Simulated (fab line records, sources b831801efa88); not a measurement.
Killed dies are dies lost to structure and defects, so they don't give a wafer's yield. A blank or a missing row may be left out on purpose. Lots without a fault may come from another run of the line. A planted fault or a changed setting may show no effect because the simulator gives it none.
Which tool did it? | flow gf180mcu | 14 lots, 42 wafers sampled, at 6 steps of a route of 602

WHAT THE GAUGES READ, wafer by wafer
GF_STI_CD_MEAS_12: target cd 220 nm. Usual: cd_nm 220.2 nm, standard deviation 1.3.
lot  | measured    | on        | cd_nm (nm)        | flag
L741 | day 2 01:44 | cd_sem-02 | 220.6 220.0 220.8 |
L742 | day 2 07:14 | cd_sem-01 | 217.4 216.5 218.1 |
L743 | day 2 11:20 | cd_sem-01 | 220.3 217.8 220.2 |
L744 | day 2 16:47 | cd_sem-02 | 220.5 221.3 221.4 |
L746 | day 3 03:06 | cd_sem-01 | 218.6 219.1 219.0 |
L750 | day 3 23:28 | cd_sem-02 | 218.8 219.0 219.4 |
L751 | day 4 04:25 | cd_sem-02 | 221.3 220.9 221.0 |
L752 | day 4 10:37 | cd_sem-01 | 223.0 221.2 221.4 |
L755 | day 5 02:06 | cd_sem-02 | 218.9 219.1 219.2 |
L757 | day 5 11:50 | cd_sem-01 | 220.7 222.0 221.6 |
L758 | day 5 15:47 | cd_sem-01 | 221.7 220.2 221.6 |
L759 | day 5 22:17 | cd_sem-02 | 220.7 219.7 220.4 |
L760 | day 6 04:54 | cd_sem-01 | 220.9 221.4 222.0 |
L762 | day 6 13:32 | cd_sem-02 | 221.7 222.0 222.6 |

GF_NWELL_OVL_MEAS_07. Usual: NWELL_OVL -0.8 nm, standard deviation 1.3.
lot  | measured    | on         | NWELL_OVL (nm) | flag
L741 | day 3 07:22 | overlay-01 | -1.7 -1.3 -0.9 |
L742 | day 3 13:16 | overlay-01 | 0.9 -2.2 0.1   |
L743 | day 3 18:40 | overlay-01 | -0.8 -0.8 -1.1 |
L744 | day 3 23:44 | overlay-02 | 1.3 0.2 0.3    |
L746 | day 4 10:11 | overlay-02 | -1.2 -1.1 -1.5 |
L750 | day 5 08:11 | overlay-01 | 2.1 0.5 0.6    |
L751 | day 5 13:08 | overlay-01 | -2.5 -1.9 -2.3 |
L752 | day 5 20:04 | overlay-01 | 0.5 -1.2 -0.9  |
L755 | day 6 12:38 | overlay-01 | -2.0 -3.2 -3.9 |
L757 | day 6 22:04 | overlay-02 | -1.6 -1.2 0.6  |
L758 | day 7 02:32 | overlay-02 | 0.7 -0.4 0.1   |
L759 | day 7 09:04 | overlay-01 | -0.2 -0.2 0.0  |
L760 | day 7 16:11 | overlay-02 | -0.4 0.8 -0.1  |
L762 | day 8 02:08 | overlay-01 | -1.3 -1.4 -1.6 |

GF_MVSD_TW_MEAS_11. Usual: MVSD_TW 1565, standard deviation 13.
lot  | measured    | on            | MVSD_TW        | flag
L741 | day 4 11:24 | film_metro-03 | 1555 1543 1540 |
L742 | day 4 17:23 | film_metro-01 | 1577 1569 1571 |
L743 | day 4 23:22 | film_metro-03 | 1547 1546 1551 |
L744 | day 5 04:12 | film_metro-01 | 1579 1575 1571 |
L746 | day 5 15:08 | film_metro-04 | 1563 1568 1566 |
L750 | day 6 15:15 | film_metro-04 | 1571 1568 1568 |
L751 | day 6 19:38 | film_metro-04 | 1569 1572 1561 |
L752 | day 7 04:12 | film_metro-01 | 1568 1560 1568 |
L755 | day 7 21:05 | film_metro-01 | 1582 1575 1570 |
L757 | day 8 06:32 | film_metro-03 | 1533 1540 1536 |
L758 | day 8 12:00 | film_metro-01 | 1500 1493 1506 | OFF
L759 | day 8 17:41 | film_metro-03 | 1463 1470 1468 | OFF
L760 | day 9 00:25 | film_metro-04 | 1568 1565 1556 |
L762 | day 9 11:34 | film_metro-04 | 1568 1578 1573 |

GF_VT_IMPLANT_RS_MEAS_46: measures by four-point-probe. Usual: MVSD_RS 457.0 ohm/sq, standard deviation 1.5.
lot  | measured     | on            | MVSD_RS (ohm/sq)  | flag
L741 | day 7 13:52  | film_metro-03 | 455.1 458.0 456.9 |
L742 | day 7 21:41  | film_metro-03 | 456.2 456.9 456.3 |
L743 | day 8 05:12  | film_metro-03 | 456.7 455.2 455.3 |
L744 | day 8 08:24  | film_metro-03 | 456.2 456.6 456.5 |
L746 | day 8 21:41  | film_metro-03 | 457.3 456.4 456.3 |
L750 | day 10 00:44 | film_metro-03 | 455.8 456.3 456.0 |
L751 | day 10 05:53 | film_metro-03 | 456.4 456.9 457.1 |
L752 | day 10 16:46 | film_metro-04 | 458.5 459.6 456.9 |
L755 | day 11 12:16 | film_metro-03 | 454.3 456.9 455.5 |
L757 | day 11 23:24 | film_metro-01 | 455.7 455.8 456.2 |
L758 | day 12 05:38 | film_metro-04 | - - -             | OFF
L759 | day 12 13:23 | film_metro-04 | - - -             | OFF
L760 | day 12 21:36 | film_metro-04 | 459.8 460.3 460.1 |
L762 | day 13 09:37 | film_metro-01 | 455.8 457.0 457.4 |

WHICH TOOL RAN EACH LOT (tool, then ch and the chambers of the sampled wafers, then the start)
lot  | GF_MVSD_IMPLANT_09             | GF_VT_IMPLANT_STRIP_09
L741 | implanter-03 ch 0, day 4 11:10 | plasma_asher-01 ch 0,1, day 5 16:10
L742 | implanter-04 ch 0, day 4 17:08 | plasma_asher-02 ch 0,1, day 5 23:01
L743 | implanter-01 ch 0, day 4 22:58 | plasma_asher-04 ch 0,1, day 6 05:09
L744 | implanter-04 ch 0, day 5 03:58 | plasma_asher-04 ch 0,1, day 6 09:11
L746 | implanter-04 ch 0, day 5 14:55 | plasma_asher-01 ch 0,1, day 6 21:20
L750 | implanter-01 ch 0, day 6 15:00 | plasma_asher-01 ch 0,1, day 7 22:27
L751 | implanter-03 ch 0, day 6 19:23 | plasma_asher-02 ch 0,1, day 8 03:54
L752 | implanter-03 ch 0, day 7 03:57 | plasma_asher-04 ch 0,1, day 8 13:04
L755 | implanter-01 ch 0, day 7 20:52 | plasma_asher-02 ch 0,1, day 9 05:20
L757 | implanter-03 ch 0, day 8 06:17 | plasma_asher-02 ch 0,1, day 9 16:23
L758 | implanter-04, day 8 11:45      | plasma_asher-02 ch 0, day 9 21:55
L759 | implanter-01, day 8 17:28      | plasma_asher-02 ch 0,1, day 10 04:22
L760 | implanter-03 ch 0, day 9 00:10 | plasma_asher-02 ch 0,1, day 10 11:47
L762 | implanter-03 ch 0, day 9 11:19 | plasma_asher-01 ch 0,1, day 10 23:20
- GF_MVSD_IMPLANT_09
- GF_VT_IMPLANT_STRIP_09: strips in O2/N2.

WHAT THE TOOLS THEMSELVES READ (means of the sampled wafers that have a number; where no wafer has one, the mark that the record gives instead)
GF_MVSD_IMPLANT_09. Usual: beam_energy_keV 100.00, standard deviation 0.033; beam_on_s 10.04 s, standard deviation 0.2; dose_ions_cm2 5e+12, standard deviation 5.4e+09; faraday_current_uA 28.1, standard deviation 0.57.
lot  | tool         | beam_energy_keV | beam_on_s (s) | dose_ions_cm2 | faraday_current_uA | flag
L741 | implanter-03 | 100.01          | 10.24         | 5e+12         | 27.5               |
L742 | implanter-04 | 99.98           | 9.82          | 5e+12         | 28.7               |
L743 | implanter-01 | 100.04          | 10.00         | 5e+12         | 28.2               |
L744 | implanter-04 | 99.98           | 9.95          | 5e+12         | 28.4               |
L746 | implanter-04 | 100.04          | 9.89          | 5e+12         | 28.5               |
L750 | implanter-01 | 99.98           | 10.01         | 5e+12         | 28.2               |
L751 | implanter-03 | 99.99           | 10.06         | 5e+12         | 28.1               |
L752 | implanter-03 | 100.00          | 10.04         | 5e+12         | 28.2               |
L755 | implanter-01 | 99.99           | 10.00         | 5e+12         | 28.2               |
L757 | implanter-03 | 99.97           | 10.05         | 5e+12         | 28.1               |
L758 | implanter-04 | -               | -             | -             | -                  | OFF
L759 | implanter-01 | -               | -             | -             | -                  | OFF
L760 | implanter-03 | 100.04          | 10.20         | 5e+12         | 27.6               |
L762 | implanter-03 | 100.06          | 10.00         | 5e+12         | 28.1               |

GF_VT_IMPLANT_STRIP_09. Usual: drypump_motor_current_A 5.9 A, standard deviation 0.63; heater_power_w 340 W, standard deviation 38; oes_product_au 0.716 a.u., standard deviation 0.0048; strip_time_to_endpoint_s 12.609 s, standard deviation 0.03.
lot  | tool            | drypump_motor_current_A (A) | heater_power_w (W) | oes_product_au (a.u.) | strip_time_to_endpoint_s (s) | flag
L741 | plasma_asher-01 | 6.3                         | 292                | 0.716                 | 12.594                       |
L742 | plasma_asher-02 | 5.4                         | 362                | 0.720                 | 12.575                       |
L743 | plasma_asher-04 | 6.3                         | 324                | 0.718                 | 12.629                       |
L744 | plasma_asher-04 | 6.2                         | 328                | 0.718                 | 12.587                       |
L746 | plasma_asher-01 | 6.1                         | 336                | 0.716                 | 12.593                       |
L750 | plasma_asher-01 | 6.1                         | 336                | 0.716                 | 12.595                       |
L751 | plasma_asher-02 | 5.8                         | 365                | 0.709                 | 12.631                       |
L752 | plasma_asher-04 | 6.2                         | 330                | 0.715                 | 12.601                       |
L755 | plasma_asher-02 | 5.8                         | 362                | 0.711                 | 12.593                       |
L757 | plasma_asher-02 | 5.5                         | 360                | 0.707                 | 12.643                       |
L758 | plasma_asher-02 | 5.0                         | 350                | 0.717                 | 12.630                       |
L759 | plasma_asher-02 | 5.4                         | 365                | 0.715                 | 12.597                       |
L760 | plasma_asher-02 | 5.8                         | 369                | 0.712                 | 12.562                       |
L762 | plasma_asher-01 | 6.1                         | 334                | 0.716                 | 12.581                       |

THE ANSWER, worked out from the rows above alone
Rule: a lot is off if the mean of its wafers that have a number lies more than 3 standard deviations from the usual mean. A lot without any number at a reading at which 4 lots or more have one is off too. The other lots that the step has rows for count as sound. The gauges are gone through in route order, then the tools' own readings, and for those a lot's mean is taken as printed above. The first step at which some lot is off is used, and at that step the reading that is off furthest; a lot without a number counts as furthest.
Off: L758, L759, at GF_MVSD_TW_MEAS_11 (MVSD_TW).
A tool fits if, at a process step before that reading, it ran every lot that is off, and no sound lot after the first of them. The gauges at GF_MVSD_TW_MEAS_11 aren't tried: what is off there is off at GF_VT_IMPLANT_RS_MEAS_46 too, on other tools, and a gauge's error can't cause that. None of those tried fits.

WHAT THE SIMULATOR HAD PUT IN
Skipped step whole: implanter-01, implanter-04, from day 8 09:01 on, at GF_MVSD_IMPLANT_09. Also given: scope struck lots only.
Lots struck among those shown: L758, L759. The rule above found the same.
